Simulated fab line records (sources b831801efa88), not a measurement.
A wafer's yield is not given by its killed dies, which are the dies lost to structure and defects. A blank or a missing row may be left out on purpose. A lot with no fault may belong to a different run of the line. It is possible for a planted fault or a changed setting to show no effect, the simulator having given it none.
What tool caused it? + flow gf180mcu + 14 lots, 42 wafers sampled, at 6 steps of a route of 602

## WHAT THE GAUGES SHOWED, per wafer
GF_M4_RS_MEAS_05: measurement is done with a four-point probe.
| lot  | measured     | on            | M4_ALCU_RS (ohm/sq)  |
|------|--------------|---------------|----------------------|
| L290 | day 23 07:26 | film-metro-03 | 0.0679 0.0684 0.0678 |
| L291 | day 23 20:34 | film-metro-02 | 0.0692 0.0689 0.0693 |
| L293 | day 24 12:13 | film-metro-04 | 0.0700 0.0694 0.0701 |
| L294 | day 25 05:36 | film-metro-03 | 0.0696 0.0697 0.0694 |
| L296 | day 26 07:08 | film-metro-04 | 0.0690 0.0704 0.0699 |
| L297 | day 26 15:59 | film-metro-03 | 0.0698 0.0695 0.0700 |
| L300 | day 27 03:52 | film-metro-02 | 0.0691 0.0688 0.0697 |
| L301 | day 27 12:34 | film-metro-03 | 0.0677 0.0677 0.0680 |
| L305 | day 28 07:04 | film-metro-03 | 0.0636 0.0642 0.0640 |
| L304 | day 28 08:12 | film-metro-04 | 0.0633 0.0633 0.0630 |
| L307 | day 29 00:53 | film-metro-03 | 0.0715 0.0710 0.0709 |
| L308 | day 29 11:33 | film-metro-02 | 0.0697 0.0700 0.0698 |
| L309 | day 29 14:58 | film-metro-04 | 0.0711 0.0708 0.0704 |
| L310 | day 29 23:36 | film-metro-04 | 0.0701 0.0714 0.0705 |

GF_M4_THK_MEAS_06: measures by xrf.
| lot  | measured     | on            | M4_ALCU_THK (nm) |
|------|--------------|---------------|------------------|
| L290 | day 23 07:31 | film-metro-03 | 465 459 463      |
| L291 | day 23 20:40 | film-metro-02 | 451 452 452      |
| L293 | day 24 12:19 | film-metro-04 | 453 457 452      |
| L294 | day 25 05:43 | film-metro-03 | 452 450 453      |
| L296 | day 26 07:15 | film-metro-04 | 455 447 448      |
| L297 | day 26 16:05 | film-metro-03 | 451 451 450      |
| L300 | day 27 03:58 | film-metro-02 | 449 451 448      |
| L301 | day 27 12:41 | film-metro-03 | 468 466 462      |
| L305 | day 28 07:11 | film-metro-03 | 493 489 493      |
| L304 | day 28 08:19 | film-metro-04 | 496 498 499      |
| L307 | day 29 01:00 | film-metro-03 | 443 446 446      |
| L308 | day 29 11:40 | film-metro-02 | 453 449 451      |
| L309 | day 29 15:05 | film-metro-04 | 444 445 450      |
| L310 | day 29 23:42 | film-metro-04 | 449 441 450      |

GF_M4_CD_MEAS_14: target cd 280 nm.
| lot  | measured     | on        | cd-nm (nm)        |
|------|--------------|-----------|-------------------|
| L290 | day 24 05:49 | cd-sem-01 | 279.8 279.6 280.6 |
| L291 | day 24 18:38 | cd-sem-02 | 280.0 281.0 279.0 |
| L293 | day 25 09:53 | cd-sem-02 | 277.9 277.5 277.5 |
| L294 | day 26 02:24 | cd-sem-01 | 279.1 279.4 278.6 |
| L296 | day 27 03:02 | cd-sem-02 | 279.5 279.4 279.9 |
| L297 | day 27 11:14 | cd-sem-01 | 279.4 279.9 279.1 |
| L300 | day 27 23:31 | cd-sem-01 | 278.5 279.0 278.8 |
| L301 | day 28 08:13 | cd-sem-01 | 280.3 280.4 280.2 |
| L305 | day 29 02:15 | cd-sem-01 | 281.5 280.8 281.8 |
| L304 | day 29 02:50 | cd-sem-02 | 280.1 280.7 280.8 |
| L307 | day 29 20:07 | cd-sem-01 | 279.7 278.7 279.5 |
| L308 | day 30 06:31 | cd-sem-01 | 278.1 279.5 278.5 |
| L309 | day 30 09:10 | cd-sem-02 | 278.7 278.5 278.5 |
| L310 | day 30 17:26 | cd-sem-02 | 281.2 280.0 280.2 |

## TOOL THAT RAN EACH LOT (tool first, then ch and the chambers of the sampled wafers, then the start)
| lot  | GF_V3_CVD_02                    | GF_V3_CMP_26                  | GF_M4_SPUTTER_02             |
|------|---------------------------------|-------------------------------|------------------------------|
| L290 | pecvd-03 ch 0,1,2, day 22 05:38 | cmp-01 ch 0,1,2, day 23 07:00 | pvd-sputter-04, day 23 07:17 |
| L291 | pecvd-04 ch 0,2, day 22 19:52   | cmp-02 ch 0,2, day 23 20:00   | pvd-sputter-01, day 23 20:26 |
| L293 | pecvd-02 ch 1,2, day 23 11:10   | cmp-02 ch 0,2,3, day 24 11:45 | pvd-sputter-01, day 24 12:05 |
| L294 | pecvd-03 ch 0,1,2, day 24 05:05 | cmp-01 ch 0,2, day 25 05:08   | pvd-sputter-01, day 25 05:31 |
| L296 | pecvd-02 ch 0,2, day 25 07:43   | cmp-01 ch 1,2,3, day 26 06:36 | pvd-sputter-03, day 26 07:02 |
| L297 | pecvd-02 ch 1,2, day 25 16:34   | cmp-01 ch 1,2,3, day 26 15:32 | pvd-sputter-03, day 26 15:52 |
| L300 | pecvd-02 ch 0,1,2, day 26 05:02 | cmp-02 ch 1,2, day 27 03:19   | pvd-sputter-04, day 27 03:45 |
| L301 | pecvd-02 ch 0,1, day 26 14:34   | cmp-02 ch 0,2,3, day 27 12:11 | pvd-sputter-04, day 27 12:28 |
| L305 | pecvd-04 ch 0,1,2, day 27 08:40 | cmp-01 ch 0,2, day 28 06:35   | pvd-sputter-04, day 28 06:58 |
| L304 | pecvd-02 ch 1,2, day 27 10:25   | cmp-01 ch 0,1,2, day 28 07:41 | pvd-sputter-04, day 28 08:07 |
| L307 | pecvd-03 ch 1,2, day 28 02:58   | cmp-01 ch 0,1,3, day 29 00:21 | pvd-sputter-01, day 29 00:47 |
| L308 | pecvd-03 ch 0,1,2, day 28 14:46 | cmp-02 ch 1,2,3, day 29 11:01 | pvd-sputter-03, day 29 11:26 |
| L309 | pecvd-02 ch 0,1, day 28 17:25   | cmp-02 ch 2,3, day 29 14:26   | pvd-sputter-03, day 29 14:52 |
| L310 | pecvd-03 ch 0,1,2, day 29 02:34 | cmp-01 ch 0,2,3, day 29 23:05 | pvd-sputter-01, day 29 23:28 |
- GF_V3_CVD_02: deposits SiO2 from TEOS, target thk 850 nm, time 94.851 s.
- GF_V3_CMP_26: polishes, stops on SiO2, t overpolish 15.76 s, target thk 0 nm.
- GF_M4_SPUTTER_02: material AlCu, target thk 450 nm, time 23.9 s.

## AS READ BY THE TOOLS THEMSELVES (means over the sampled wafers that have a number; for cases with no such wafer, the mark the record gives instead)
GF_V3_CVD_02.
| lot  | tool     | heater-power-w (W) |
|------|----------|--------------------|
| L290 | pecvd-03 | 643                |
| L291 | pecvd-04 | 523                |
| L293 | pecvd-02 | 666                |
| L294 | pecvd-03 | 665                |
| L296 | pecvd-02 | 669                |
| L297 | pecvd-02 | 712                |
| L300 | pecvd-02 | 766                |
| L301 | pecvd-02 | 724                |
| L305 | pecvd-04 | 554                |
| L304 | pecvd-02 | 637                |
| L307 | pecvd-03 | 607                |
| L308 | pecvd-03 | 712                |
| L309 | pecvd-02 | 736                |
| L310 | pecvd-03 | 732                |

GF_V3_CMP_26.
| lot  | tool   | motor-current-A (A) | overpolish-run-s (s) | time-to-endpoint-s (s) |
|------|--------|---------------------|----------------------|------------------------|
| L290 | cmp-01 | 11.7                | 15.756               | 85                     |
| L291 | cmp-02 | 11.8                | 15.774               | 84                     |
| L293 | cmp-02 | 11.9                | 15.760               | 83                     |
| L294 | cmp-01 | 11.5                | 15.763               | 87                     |
| L296 | cmp-01 | 10.5                | 15.762               | 87                     |
| L297 | cmp-01 | 10.3                | 15.761               | 86                     |
| L300 | cmp-02 | 10.7                | 15.766               | 79                     |
| L301 | cmp-02 | 11.9                | 15.757               | 81                     |
| L305 | cmp-01 | 11.8                | 15.752               | 83                     |
| L304 | cmp-01 | 11.3                | 15.756               | 88                     |
| L307 | cmp-01 | 10.8                | 15.762               | 84                     |
| L308 | cmp-02 | 11.2                | 15.761               | 84                     |
| L309 | cmp-02 | 12.4                | 15.766               | 82                     |
| L310 | cmp-01 | 11.1                | 15.765               | 85                     |

GF_M4_SPUTTER_02.
| lot  | tool           | throttle-valve-pct (%) |
|------|----------------|------------------------|
| L290 | pvd-sputter-04 | 30.8                   |
| L291 | pvd-sputter-01 | 31.2                   |
| L293 | pvd-sputter-01 | 31.1                   |
| L294 | pvd-sputter-01 | 31.1                   |
| L296 | pvd-sputter-03 | 30.4                   |
| L297 | pvd-sputter-03 | 30.1                   |
| L300 | pvd-sputter-04 | 31.0                   |
| L301 | pvd-sputter-04 | 30.6                   |
| L305 | pvd-sputter-04 | 30.8                   |
| L304 | pvd-sputter-04 | 30.9                   |
| L307 | pvd-sputter-01 | 30.8                   |
| L308 | pvd-sputter-03 | 30.6                   |
| L309 | pvd-sputter-03 | 30.7                   |
| L310 | pvd-sputter-01 | 30.8                   |

## THE ANSWER, worked out from the rows above alone
Rule: usual is defined by the lots themselves. Put in order of their means at a reading, lots are off if they are a third of the lots or fewer, leave a main group of 4 or more, and stand apart from it by a gap of 3 or more times the standard deviation of the main group's means; of several such gaps the widest counts. If all means in a main group match to the digits the tables above print for the reading, that group is not used. A lot without any number at a reading at which 4 lots or more have one is off too. All remaining lots with rows at the step are treated as sound. The gauges are gone through in route order, then the tools' own readings, and for those a lot's mean is taken as printed above. At the first step where some lot is off, the reading lying furthest off is the one used; lots without a number count as furthest.
Off: L305, L304, at GF_M4_RS_MEAS_05 (M4_ALCU_RS). The main group: mean 0.0696 ohm/sq, standard deviation 0.00096.
If a tool, at a process step before that reading, ran all the lots that are off and no sound lot after the first of them, it fits. Those tools and the gauges at GF_M4_RS_MEAS_05 are tried in the same way. One fits: GF_M4_SPUTTER_02 on pvd-sputter-04. A fault onset in the window from L301 (day 27 12:28, its last sound lot) to L305 (day 28 06:58, its first lot off) fits.

## WHAT THE SIMULATOR HAD INSERTED
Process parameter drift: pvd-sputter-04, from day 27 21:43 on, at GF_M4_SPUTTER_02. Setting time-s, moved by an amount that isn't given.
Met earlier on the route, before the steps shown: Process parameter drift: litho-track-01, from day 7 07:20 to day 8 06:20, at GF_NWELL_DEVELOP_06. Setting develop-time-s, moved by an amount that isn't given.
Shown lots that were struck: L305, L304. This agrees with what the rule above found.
